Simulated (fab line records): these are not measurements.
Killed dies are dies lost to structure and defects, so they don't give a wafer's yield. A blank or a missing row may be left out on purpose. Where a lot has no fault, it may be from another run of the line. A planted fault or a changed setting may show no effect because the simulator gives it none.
Which tool is to blame? :: flow gf180mcu :: Sampling: 12 lots, 36 wafers, 4 of 602 route steps

== WHAT THE GAUGES SHOWED, per wafer ==
GF_V1_THK_MEAS_25: measures by xrf.
lot: L934
measured: day 18 02:40
on: film_metro-01
V1_W_THK (nm): 350 351 352

lot: L936
measured: day 18 21:27
on: film_metro-04
V1_W_THK (nm): 352 343 351

lot: L938
measured: day 19 22:55
on: film_metro-03
V1_W_THK (nm): 352 362 354

lot: L941
measured: day 21 03:42
on: film_metro-04
V1_W_THK (nm): 355 350 352

lot: L942
measured: day 21 06:19
on: film_metro-04
V1_W_THK (nm): 352 354 349

lot: L943
measured: day 21 12:04
on: film_metro-01
V1_W_THK (nm): 350 346 352

lot: L945
measured: day 22 09:52
on: film_metro-03
V1_W_THK (nm): 349 351 348

lot: L946
measured: day 22 16:08
on: film_metro-03
V1_W_THK (nm): 340 351 350

lot: L948
measured: day 23 06:38
on: film_metro-03
V1_W_THK (nm): 355 353 354

lot: L955
measured: day 25 19:04
on: film_metro-01
V1_W_THK (nm): 339 340 347

lot: L956
measured: day 26 01:26
on: film_metro-01
V1_W_THK (nm): 349 353 349

lot: L957
measured: day 26 10:11
on: film_metro-04
V1_W_THK (nm): 351 354 357

GF_M2_CD_MEAS_14: target cd 280 nm.
lot: L934
measured: day 19 03:04
on: cd_sem-02
cd_nm (nm): 278.3 278.4 279.2

lot: L936
measured: day 19 22:42
on: cd_sem-02
cd_nm (nm): 279.6 280.9 281.4

lot: L938
measured: day 20 23:20
on: cd_sem-02
cd_nm (nm): 279.1 278.3 279.1

lot: L941
measured: day 22 03:20
on: cd_sem-01
cd_nm (nm): 277.8 277.4 278.0

lot: L942
measured: day 22 06:17
on: cd_sem-01
cd_nm (nm): 281.0 278.8 280.4

lot: L943
measured: day 22 11:31
on: cd_sem-01
cd_nm (nm): 279.6 280.7 280.3

lot: L945
measured: day 23 09:26
on: cd_sem-02
cd_nm (nm): 278.9 278.6 278.3

lot: L946
measured: day 23 15:50
on: cd_sem-02
cd_nm (nm): 286.0 286.6 286.5

lot: L948
measured: day 24 06:02
on: cd_sem-02
cd_nm (nm): 283.5 284.4 285.0

lot: L955
measured: day 26 16:36
on: cd_sem-02
cd_nm (nm): 279.2 278.0 279.3

lot: L956
measured: day 26 22:22
on: cd_sem-02
cd_nm (nm): 278.6 278.7 278.7

lot: L957
measured: day 27 07:36
on: cd_sem-02
cd_nm (nm): 279.8 280.2 280.1

== EACH LOT AND THE TOOL THAT RAN IT (in order: tool; ch and the chambers of the sampled wafers; start) ==
lot: L934
GF_V1_CMP_26: cmp-02 ch 0,3, day 18 02:43
GF_M2_PEB_12: litho_track-01 ch 0, day 19 02:43

lot: L936
GF_V1_CMP_26: cmp-02 ch 0,1,3, day 18 21:34
GF_M2_PEB_12: litho_track-02 ch 0, day 19 22:21

lot: L938
GF_V1_CMP_26: cmp-02 ch 0,1,3, day 19 23:00
GF_M2_PEB_12: litho_track-03 ch 0, day 20 23:01

lot: L941
GF_V1_CMP_26: cmp-02 ch 0,2,3, day 21 03:49
GF_M2_PEB_12: litho_track-01 ch 0, day 22 02:59

lot: L942
GF_V1_CMP_26: cmp-02 ch 0,1,3, day 21 06:28
GF_M2_PEB_12: litho_track-02 ch 0, day 22 05:58

lot: L943
GF_V1_CMP_26: cmp-01 ch 0,2,3, day 21 12:13
GF_M2_PEB_12: litho_track-02 ch 0, day 22 11:11

lot: L945
GF_V1_CMP_26: cmp-02 ch 1,2, day 22 09:56
GF_M2_PEB_12: litho_track-01 ch 0, day 23 09:08

lot: L946
GF_V1_CMP_26: cmp-02 ch 1,2, day 22 16:12
GF_M2_PEB_12: litho_track-02 ch 0, day 23 15:29

lot: L948
GF_V1_CMP_26: cmp-01 ch 1,2,3, day 23 06:42
GF_M2_PEB_12: litho_track-02 ch 0, day 24 05:41

lot: L955
GF_V1_CMP_26: cmp-02 ch 2,3, day 25 19:07
GF_M2_PEB_12: litho_track-01 ch 0, day 26 16:16

lot: L956
GF_V1_CMP_26: cmp-02 ch 0,1, day 26 01:29
GF_M2_PEB_12: litho_track-03 ch 0, day 26 21:48

lot: L957
GF_V1_CMP_26: cmp-01 ch 0,1,2, day 26 10:18
GF_M2_PEB_12: litho_track-02 ch 0, day 27 07:14
- GF_V1_CMP_26: polishes, stops on SiO2, t overpolish 15 s, target thk 0 nm.
- GF_M2_PEB_12: peb time 90 s.

== WHAT THE TOOLS THEMSELVES READ (means of the sampled wafers that have a number; where no wafer has one, the mark that the record gives instead) ==
GF_V1_CMP_26.
lot: L934
tool: cmp-02
motor_current_A (A): 11.4
overpolish_run_s (s): 14.997
time_to_endpoint_s (s): 86

lot: L936
tool: cmp-02
motor_current_A (A): 10.3
overpolish_run_s (s): 14.996
time_to_endpoint_s (s): 82

lot: L938
tool: cmp-02
motor_current_A (A): 10.7
overpolish_run_s (s): 15.003
time_to_endpoint_s (s): 84

lot: L941
tool: cmp-02
motor_current_A (A): 10.6
overpolish_run_s (s): 14.992
time_to_endpoint_s (s): 86

lot: L942
tool: cmp-02
motor_current_A (A): 11.0
overpolish_run_s (s): 15.004
time_to_endpoint_s (s): 84

lot: L943
tool: cmp-01
motor_current_A (A): 9.4
overpolish_run_s (s): 15.004
time_to_endpoint_s (s): 83

lot: L945
tool: cmp-02
motor_current_A (A): 10.1
overpolish_run_s (s): 14.999
time_to_endpoint_s (s): 85

lot: L946
tool: cmp-02
motor_current_A (A): 10.2
overpolish_run_s (s): 14.989
time_to_endpoint_s (s): 82

lot: L948
tool: cmp-01
motor_current_A (A): 10.4
overpolish_run_s (s): 14.987
time_to_endpoint_s (s): 83

lot: L955
tool: cmp-02
motor_current_A (A): 10.2
overpolish_run_s (s): 14.997
time_to_endpoint_s (s): 79

lot: L956
tool: cmp-02
motor_current_A (A): 10.9
overpolish_run_s (s): 14.996
time_to_endpoint_s (s): 85

lot: L957
tool: cmp-01
motor_current_A (A): 10.1
overpolish_run_s (s): 15.005
time_to_endpoint_s (s): 85

GF_M2_PEB_12.
lot: L934
tool: litho_track-01
chill_plate_temp_C (C): 23.03
heater_power_total_W (W): 85.64
plate_temp_C (C): 135.30

lot: L936
tool: litho_track-02
chill_plate_temp_C (C): 22.97
heater_power_total_W (W): 85.67
plate_temp_C (C): 135.01

lot: L938
tool: litho_track-03
chill_plate_temp_C (C): 22.81
heater_power_total_W (W): 85.71
plate_temp_C (C): 134.89

lot: L941
tool: litho_track-01
chill_plate_temp_C (C): 23.11
heater_power_total_W (W): 85.76
plate_temp_C (C): 134.99

lot: L942
tool: litho_track-02
chill_plate_temp_C (C): 22.90
heater_power_total_W (W): 85.72
plate_temp_C (C): 135.08

lot: L943
tool: litho_track-02
chill_plate_temp_C (C): 23.10
heater_power_total_W (W): 85.67
plate_temp_C (C): 135.05

lot: L945
tool: litho_track-01
chill_plate_temp_C (C): 22.90
heater_power_total_W (W): 85.66
plate_temp_C (C): 134.98

lot: L946
tool: litho_track-02
chill_plate_temp_C (C): 23.06
heater_power_total_W (W): 83.86
plate_temp_C (C): 132.81

lot: L948
tool: litho_track-02
chill_plate_temp_C (C): 22.95
heater_power_total_W (W): 83.74
plate_temp_C (C): 132.73

lot: L955
tool: litho_track-01
chill_plate_temp_C (C): 23.14
heater_power_total_W (W): 85.75
plate_temp_C (C): 135.02

lot: L956
tool: litho_track-03
chill_plate_temp_C (C): 23.05
heater_power_total_W (W): 85.76
plate_temp_C (C): 134.81

lot: L957
tool: litho_track-02
chill_plate_temp_C (C): 23.04
heater_power_total_W (W): 85.72
plate_temp_C (C): 134.98

== THE ANSWER, worked out from the rows above alone ==
Rule: the usual values come from the lots themselves. Put in order of their means at a reading, lots are off if they are a third of the lots or fewer, leave a main group of 4 or more, and stand apart from it by a gap of 3 or more times the standard deviation of the main group's means; of several such gaps the widest counts. A main group is skipped when, at the precision printed for the reading in the tables above, its means are all equal. Also off: a lot with no number at a reading for which 4 or more lots have one. Any other lot the step has rows for is counted as sound. The gauges are gone through in route order, then the tools' own readings, and for those a lot's mean is taken as printed above. The first step at which some lot is off is used, and at that step the reading that is off furthest; a lot without a number counts as furthest.
Off: L946, L948, at GF_M2_CD_MEAS_14 (cd_nm). Main group: mean 279.2 nm, sd 0.89.
If a tool, at a process step before that reading, ran all the lots that are off and no sound lot after the first of them, it fits. The gauges at GF_M2_CD_MEAS_14 aren't tried: what is off there is off at GF_M2_PEB_12 too, on other tools, and a gauge's error can't cause that. Not one of the candidates tried fits.

== WHAT THE SIMULATOR HAD PUT IN ==
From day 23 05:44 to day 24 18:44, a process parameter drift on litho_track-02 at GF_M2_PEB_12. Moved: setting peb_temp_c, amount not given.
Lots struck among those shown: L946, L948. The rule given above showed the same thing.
